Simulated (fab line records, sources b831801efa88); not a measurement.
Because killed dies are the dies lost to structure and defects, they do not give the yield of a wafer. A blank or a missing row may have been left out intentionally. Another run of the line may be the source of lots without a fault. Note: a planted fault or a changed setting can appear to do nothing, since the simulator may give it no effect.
Code-filled problem report in 8D (eight disciplines) form -- flow sky130 -- the parts of the form that need people (team, actions taken, sign-off) are left out

== 1. THE ISSUE ==
developer_temp_C at SKY_VIA3_DEVELOP_11 reads a mean of 20.18 C on 9 wafers of 3 lots; wafers without a fault read 21.02 C with a standard deviation of 0.1. Measured from the usual mean, that is -8.4 standard deviations.
The step: develop time 60 s.
Earliest sighting: wafer L634.1 on litho_track-01 at day 43 10:00. At this step, 39 wafers from 13 lots have a number in the record. Rule for "out" (also "out of limits"): further than 4 standard deviations from the usual mean. The other wafers with a number count as sound.

== 2. WHAT IT IS; WHAT IT IS NOT ==
question,is,is not
which readings at this step,developer_temp_C,-
which lots,"L634, L636, L638","L624, L625, L627, L629, L631, L639, L640, L644, L645, L646"
which wafers of those lots,all that have a number,-
read on which tools,litho_track-01,"litho_track-02, litho_track-04"
when,from day 43 10:00,"up to then (15 sound wafers); but 15 sound wafers of L639, L640, L644, L645, L646 came after"

== 3. WHAT RULES OUT EACH SUSPECT ==
Counting: any tool at a process step up to the reading is kept as a suspect provided that every lot that is out went through it and no sound lot did after the first of them.
- plasma_asher-02 at SKY_CAPM_STRIP_14 (strips in O2/N2): kept. It ran every lot that is out, first L634 (day 41 09:13), and no sound lot after that.
- litho_track-01 at SKY_VIA3_DEVELOP_11 (develop time 60 s): kept. Every lot that is out went through it, starting with L634 (day 43 10:00), and after that it ran no sound lot; the last sound lot it ran before then is L631 (day 42 13:00). Its own developer_temp_C readings are out on those wafers.
After counting, plasma_asher-02 at SKY_CAPM_STRIP_14 and litho_track-01 at SKY_VIA3_DEVELOP_11 remain.

== 4. THE CAUSE (what the simulator had put in) ==
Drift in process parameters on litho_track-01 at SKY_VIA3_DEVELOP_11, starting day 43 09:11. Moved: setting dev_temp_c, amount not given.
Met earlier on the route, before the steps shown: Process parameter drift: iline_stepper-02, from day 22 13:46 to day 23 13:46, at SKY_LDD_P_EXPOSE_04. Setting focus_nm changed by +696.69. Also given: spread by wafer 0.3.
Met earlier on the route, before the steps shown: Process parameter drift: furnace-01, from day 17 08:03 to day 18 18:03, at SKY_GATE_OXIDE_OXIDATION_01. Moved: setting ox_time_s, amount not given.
This tool is one of the 2 suspects left after counting.

== 5. THE CHAIN OF EFFECTS, in route order ==
Each row: a reading where the mean over the struck wafers with a number is more than 3 standard deviations away from the usual. Only readings for which the record gives a usual standard deviation are gone through. hours: the time from each lot's start at the first step in this table that gives one to its start at this step, as a median over the lots. sigmas: the change in usual standard deviations.
hours,step,reading,usual,on struck wafers,change,sigmas
0,SKY_VIA3_DEVELOP_11,developer_temp_C,21.02 C,20.18,-0.84,-8.4
Process steps it contains:
- SKY_VIA3_DEVELOP_11: develop time 60 s.

== 6. HOW IT WOULD HAVE BEEN CAUGHT EARLIER ==
In this record the first reading out of limits was taken at day 43 10:00, 1 hour after the fault began at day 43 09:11.
